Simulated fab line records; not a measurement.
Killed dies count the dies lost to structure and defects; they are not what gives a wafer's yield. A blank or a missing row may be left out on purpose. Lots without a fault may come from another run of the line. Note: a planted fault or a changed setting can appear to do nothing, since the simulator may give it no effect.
Which tool did it? || flow sky130 || 12 lots, 36 wafers sampled, at 5 steps of a route of 708

== WHAT THE GAUGES SHOWED, per wafer ==
SKY_VT_ADJUST_NCORE_TW_MEAS_11.
{"lot": "L111", "measured": "day 8 11:17", "on": "film-metro-04", "VT_ADJUST_NCORE_TW": "219.4 221.1 219.4"}
{"lot": "L112", "measured": "day 8 22:43", "on": "film-metro-03", "VT_ADJUST_NCORE_TW": "217.8 218.9 218.1"}
{"lot": "L113", "measured": "day 9 00:04", "on": "film-metro-02", "VT_ADJUST_NCORE_TW": "219.8 220.9 221.3"}
{"lot": "L114", "measured": "day 9 06:40", "on": "film-metro-04", "VT_ADJUST_NCORE_TW": "220.9 221.5 220.3"}
{"lot": "L115", "measured": "day 9 16:50", "on": "film-metro-02", "VT_ADJUST_NCORE_TW": "220.8 220.9 222.2"}
{"lot": "L116", "measured": "day 10 06:52", "on": "film-metro-04", "VT_ADJUST_NCORE_TW": "221.0 219.8 220.5"}
{"lot": "L117", "measured": "day 10 20:11", "on": "film-metro-02", "VT_ADJUST_NCORE_TW": "219.2 220.6 220.5"}
{"lot": "L123", "measured": "day 12 07:07", "on": "film-metro-04", "VT_ADJUST_NCORE_TW": "220.2 221.8 221.6"}
{"lot": "L126", "measured": "day 12 22:58", "on": "film-metro-04", "VT_ADJUST_NCORE_TW": "220.9 221.6 222.7"}
{"lot": "L127", "measured": "day 13 01:37", "on": "film-metro-03", "VT_ADJUST_NCORE_TW": "225.3 226.8 224.8"}
{"lot": "L128", "measured": "day 13 17:22", "on": "film-metro-04", "VT_ADJUST_NCORE_TW": "226.0 224.9 225.3"}
{"lot": "L134", "measured": "day 15 15:10", "on": "film-metro-02", "VT_ADJUST_NCORE_TW": "218.3 217.8 218.2"}

SKY_VIA2_THK_MEAS_23: measures by xrf.
{"lot": "L111", "measured": "day 36 02:46", "on": "film-metro-03", "VIA2_W_THK (nm)": "428 434 428"}
{"lot": "L112", "measured": "day 36 14:26", "on": "film-metro-03", "VIA2_W_THK (nm)": "438 434 437"}
{"lot": "L113", "measured": "day 36 22:01", "on": "film-metro-02", "VIA2_W_THK (nm)": "446 449 449"}
{"lot": "L114", "measured": "day 37 00:42", "on": "film-metro-03", "VIA2_W_THK (nm)": "425 433 430"}
{"lot": "L115", "measured": "day 37 17:34", "on": "film-metro-03", "VIA2_W_THK (nm)": "440 442 439"}
{"lot": "L116", "measured": "day 38 07:34", "on": "film-metro-03", "VIA2_W_THK (nm)": "434 438 434"}
{"lot": "L117", "measured": "day 38 18:47", "on": "film-metro-02", "VIA2_W_THK (nm)": "436 442 442"}
{"lot": "L123", "measured": "day 40 16:43", "on": "film-metro-02", "VIA2_W_THK (nm)": "447 448 450"}
{"lot": "L126", "measured": "day 40 22:32", "on": "film-metro-04", "VIA2_W_THK (nm)": "441 443 440"}
{"lot": "L127", "measured": "day 41 01:46", "on": "film-metro-02", "VIA2_W_THK (nm)": "449 447 442"}
{"lot": "L128", "measured": "day 41 14:31", "on": "film-metro-02", "VIA2_W_THK (nm)": "442 434 443"}
{"lot": "L134", "measured": "day 43 03:34", "on": "film-metro-04", "VIA2_W_THK (nm)": "444 445 446"}

== TOOL THAT RAN EACH LOT (tool first, then ch and the chambers of the sampled wafers, then the start) ==
{"lot": "L111", "SKY_VT_ADJUST_NCORE_IMPLANT_09": "implanter-01 ch 0, day 8 11:02", "SKY_METAL2_SPUTTER_00": "pvd-sputter-02, day 33 19:10", "SKY_METAL2_SPUTTER_02": "pvd-sputter-02, day 33 19:13"}
{"lot": "L112", "SKY_VT_ADJUST_NCORE_IMPLANT_09": "implanter-01 ch 0, day 8 22:28", "SKY_METAL2_SPUTTER_00": "pvd-sputter-02, day 34 05:31", "SKY_METAL2_SPUTTER_02": "pvd-sputter-02, day 34 05:34"}
{"lot": "L113", "SKY_VT_ADJUST_NCORE_IMPLANT_09": "implanter-01 ch 0, day 8 23:49", "SKY_METAL2_SPUTTER_00": "pvd-sputter-04, day 34 15:55", "SKY_METAL2_SPUTTER_02": "pvd-sputter-04, day 34 15:59"}
{"lot": "L114", "SKY_VT_ADJUST_NCORE_IMPLANT_09": "implanter-03 ch 0, day 9 06:25", "SKY_METAL2_SPUTTER_00": "pvd-sputter-01, day 34 17:40", "SKY_METAL2_SPUTTER_02": "pvd-sputter-01, day 34 17:43"}
{"lot": "L115", "SKY_VT_ADJUST_NCORE_IMPLANT_09": "implanter-01 ch 0, day 9 16:37", "SKY_METAL2_SPUTTER_00": "pvd-sputter-01, day 35 10:06", "SKY_METAL2_SPUTTER_02": "pvd-sputter-01, day 35 10:09"}
{"lot": "L116", "SKY_VT_ADJUST_NCORE_IMPLANT_09": "implanter-02 ch 0, day 10 06:37", "SKY_METAL2_SPUTTER_00": "pvd-sputter-02, day 36 00:59", "SKY_METAL2_SPUTTER_02": "pvd-sputter-02, day 36 01:02"}
{"lot": "L117", "SKY_VT_ADJUST_NCORE_IMPLANT_09": "implanter-02 ch 0, day 10 19:56", "SKY_METAL2_SPUTTER_00": "pvd-sputter-01, day 36 12:38", "SKY_METAL2_SPUTTER_02": "pvd-sputter-01, day 36 12:41"}
{"lot": "L123", "SKY_VT_ADJUST_NCORE_IMPLANT_09": "implanter-03 ch 0, day 12 06:52", "SKY_METAL2_SPUTTER_00": "pvd-sputter-02, day 38 12:31", "SKY_METAL2_SPUTTER_02": "pvd-sputter-02, day 38 12:34"}
{"lot": "L126", "SKY_VT_ADJUST_NCORE_IMPLANT_09": "implanter-02 ch 0, day 12 22:43", "SKY_METAL2_SPUTTER_00": "pvd-sputter-02, day 38 17:45", "SKY_METAL2_SPUTTER_02": "pvd-sputter-02, day 38 17:48"}
{"lot": "L127", "SKY_VT_ADJUST_NCORE_IMPLANT_09": "implanter-03 ch 0, day 13 01:22", "SKY_METAL2_SPUTTER_00": "pvd-sputter-01, day 38 22:14", "SKY_METAL2_SPUTTER_02": "pvd-sputter-01, day 38 22:17"}
{"lot": "L128", "SKY_VT_ADJUST_NCORE_IMPLANT_09": "implanter-03 ch 0, day 13 17:08", "SKY_METAL2_SPUTTER_00": "pvd-sputter-04, day 39 11:50", "SKY_METAL2_SPUTTER_02": "pvd-sputter-04, day 39 11:53"}
{"lot": "L134", "SKY_VT_ADJUST_NCORE_IMPLANT_09": "implanter-02 ch 0, day 15 14:56", "SKY_METAL2_SPUTTER_00": "pvd-sputter-02, day 41 01:55", "SKY_METAL2_SPUTTER_02": "pvd-sputter-02, day 41 01:58"}
- SKY_VT_ADJUST_NCORE_IMPLANT_09
- SKY_METAL2_SPUTTER_00: material Ti, target thk 15 nm, time 10 s.
- SKY_METAL2_SPUTTER_02: material AlCu, target thk 250 nm, time 13.3 s.

== WHAT THE TOOLS THEMSELVES READ (means of the sampled wafers that have a number; where no wafer has one, the mark that the record gives instead) ==
SKY_VT_ADJUST_NCORE_IMPLANT_09.
{"lot": "L111", "tool": "implanter-01", "dose-ions-cm2": 2.3981e+12, "faraday-current-uA": 13.77}
{"lot": "L112", "tool": "implanter-01", "dose-ions-cm2": 2.4043e+12, "faraday-current-uA": 13.53}
{"lot": "L113", "tool": "implanter-01", "dose-ions-cm2": 2.3986e+12, "faraday-current-uA": 13.51}
{"lot": "L114", "tool": "implanter-03", "dose-ions-cm2": 2.4023e+12, "faraday-current-uA": 13.49}
{"lot": "L115", "tool": "implanter-01", "dose-ions-cm2": 2.3999e+12, "faraday-current-uA": 13.49}
{"lot": "L116", "tool": "implanter-02", "dose-ions-cm2": 2.3995e+12, "faraday-current-uA": 13.46}
{"lot": "L117", "tool": "implanter-02", "dose-ions-cm2": 2.3972e+12, "faraday-current-uA": 13.51}
{"lot": "L123", "tool": "implanter-03", "dose-ions-cm2": 2.4008e+12, "faraday-current-uA": 13.40}
{"lot": "L126", "tool": "implanter-02", "dose-ions-cm2": 2.4000e+12, "faraday-current-uA": 13.05}
{"lot": "L127", "tool": "implanter-03", "dose-ions-cm2": 2.6936e+12, "faraday-current-uA": 15.15}
{"lot": "L128", "tool": "implanter-03", "dose-ions-cm2": 2.6931e+12, "faraday-current-uA": 15.17}
{"lot": "L134", "tool": "implanter-02", "dose-ions-cm2": 2.4000e+12, "faraday-current-uA": 13.53}

SKY_METAL2_SPUTTER_00.
{"lot": "L111", "tool": "pvd-sputter-02", "chamber-pressure-pa (Pa)": 0.3995, "throttle-valve-pct (%)": 30.9}
{"lot": "L112", "tool": "pvd-sputter-02", "chamber-pressure-pa (Pa)": 0.3996, "throttle-valve-pct (%)": 31.1}
{"lot": "L113", "tool": "pvd-sputter-04", "chamber-pressure-pa (Pa)": 0.3999, "throttle-valve-pct (%)": 30.1}
{"lot": "L114", "tool": "pvd-sputter-01", "chamber-pressure-pa (Pa)": 0.4001, "throttle-valve-pct (%)": 30.7}
{"lot": "L115", "tool": "pvd-sputter-01", "chamber-pressure-pa (Pa)": 0.4000, "throttle-valve-pct (%)": 29.7}
{"lot": "L116", "tool": "pvd-sputter-02", "chamber-pressure-pa (Pa)": 0.3999, "throttle-valve-pct (%)": 30.7}
{"lot": "L117", "tool": "pvd-sputter-01", "chamber-pressure-pa (Pa)": 0.3994, "throttle-valve-pct (%)": 30.6}
{"lot": "L123", "tool": "pvd-sputter-02", "chamber-pressure-pa (Pa)": 0.3992, "throttle-valve-pct (%)": 30.1}
{"lot": "L126", "tool": "pvd-sputter-02", "chamber-pressure-pa (Pa)": 0.3990, "throttle-valve-pct (%)": 30.1}
{"lot": "L127", "tool": "pvd-sputter-01", "chamber-pressure-pa (Pa)": 0.4001, "throttle-valve-pct (%)": 31.0}
{"lot": "L128", "tool": "pvd-sputter-04", "chamber-pressure-pa (Pa)": 0.4003, "throttle-valve-pct (%)": 30.0}
{"lot": "L134", "tool": "pvd-sputter-02", "chamber-pressure-pa (Pa)": 0.4004, "throttle-valve-pct (%)": 30.7}

SKY_METAL2_SPUTTER_02.
{"lot": "L111", "tool": "pvd-sputter-02", "chamber-pressure-pa (Pa)": 0.3999, "throttle-valve-pct (%)": 31.1}
{"lot": "L112", "tool": "pvd-sputter-02", "chamber-pressure-pa (Pa)": 0.3995, "throttle-valve-pct (%)": 31.0}
{"lot": "L113", "tool": "pvd-sputter-04", "chamber-pressure-pa (Pa)": 0.3995, "throttle-valve-pct (%)": 30.0}
{"lot": "L114", "tool": "pvd-sputter-01", "chamber-pressure-pa (Pa)": 0.4005, "throttle-valve-pct (%)": 30.6}
{"lot": "L115", "tool": "pvd-sputter-01", "chamber-pressure-pa (Pa)": 0.3982, "throttle-valve-pct (%)": 29.6}
{"lot": "L116", "tool": "pvd-sputter-02", "chamber-pressure-pa (Pa)": 0.4002, "throttle-valve-pct (%)": 30.8}
{"lot": "L117", "tool": "pvd-sputter-01", "chamber-pressure-pa (Pa)": 0.3995, "throttle-valve-pct (%)": 30.7}
{"lot": "L123", "tool": "pvd-sputter-02", "chamber-pressure-pa (Pa)": 0.3998, "throttle-valve-pct (%)": 30.2}
{"lot": "L126", "tool": "pvd-sputter-02", "chamber-pressure-pa (Pa)": 0.4005, "throttle-valve-pct (%)": 30.4}
{"lot": "L127", "tool": "pvd-sputter-01", "chamber-pressure-pa (Pa)": 0.4001, "throttle-valve-pct (%)": 31.1}
{"lot": "L128", "tool": "pvd-sputter-04", "chamber-pressure-pa (Pa)": 0.3999, "throttle-valve-pct (%)": 29.9}
{"lot": "L134", "tool": "pvd-sputter-02", "chamber-pressure-pa (Pa)": 0.4000, "throttle-valve-pct (%)": 30.8}

== THE ANSWER, worked out from the rows above alone ==
Rule: the usual values come from the lots themselves. Put in order of their means at a reading, lots are off if they are a third of the lots or fewer, leave a main group of 4 or more, and stand apart from it by a gap of 3 or more times the standard deviation of the main group's means; of several such gaps the widest counts. A main group is skipped when, at the precision printed for the reading in the tables above, its means are all equal. Also off: a lot with no number at a reading for which 4 or more lots have one. Where the step has rows for the other lots, those lots are counted as sound. After the gauges, taken in route order, come the tools' own readings; for these a lot's mean is taken, as printed above. At the first step where some lot is off, the reading lying furthest off is the one used; lots without a number count as furthest.
Off: L127, L128, seen at SKY_VT_ADJUST_NCORE_TW_MEAS_11 (VT_ADJUST_NCORE_TW). The main group: mean 220.3, standard deviation 1.2.
If a tool, at a process step before that reading, ran all the lots that are off and no sound lot after the first of them, it fits. The gauges at SKY_VT_ADJUST_NCORE_TW_MEAS_11 aren't tried: what is off there is off at SKY_VT_ADJUST_NCORE_IMPLANT_09 too, on other tools, and a gauge's error can't cause that. One candidate fits, namely implanter-03 at SKY_VT_ADJUST_NCORE_IMPLANT_09. Its last sound lot is L123 (day 12 06:52), its first lot that is off L127 (day 13 01:22): a fault that began between those two fits.
The tool's own readings at SKY_VT_ADJUST_NCORE_IMPLANT_09 bear it out: on the lots that are off they differ by more than 5 times the standard deviation of the sound lots' means. dose-ions-cm2 reads 2.6934e+12 there against 2.4001e+12 on the sound lots; faraday-current-uA reads 15.16 there against 13.47 on the sound lots.

== WHAT HAD BEEN PUT IN BY THE SIMULATOR ==
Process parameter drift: implanter-03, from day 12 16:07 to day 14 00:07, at SKY_VT_ADJUST_NCORE_IMPLANT_09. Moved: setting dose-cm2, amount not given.
Lots struck among those shown: L127, L128. The same result came from the rule above.
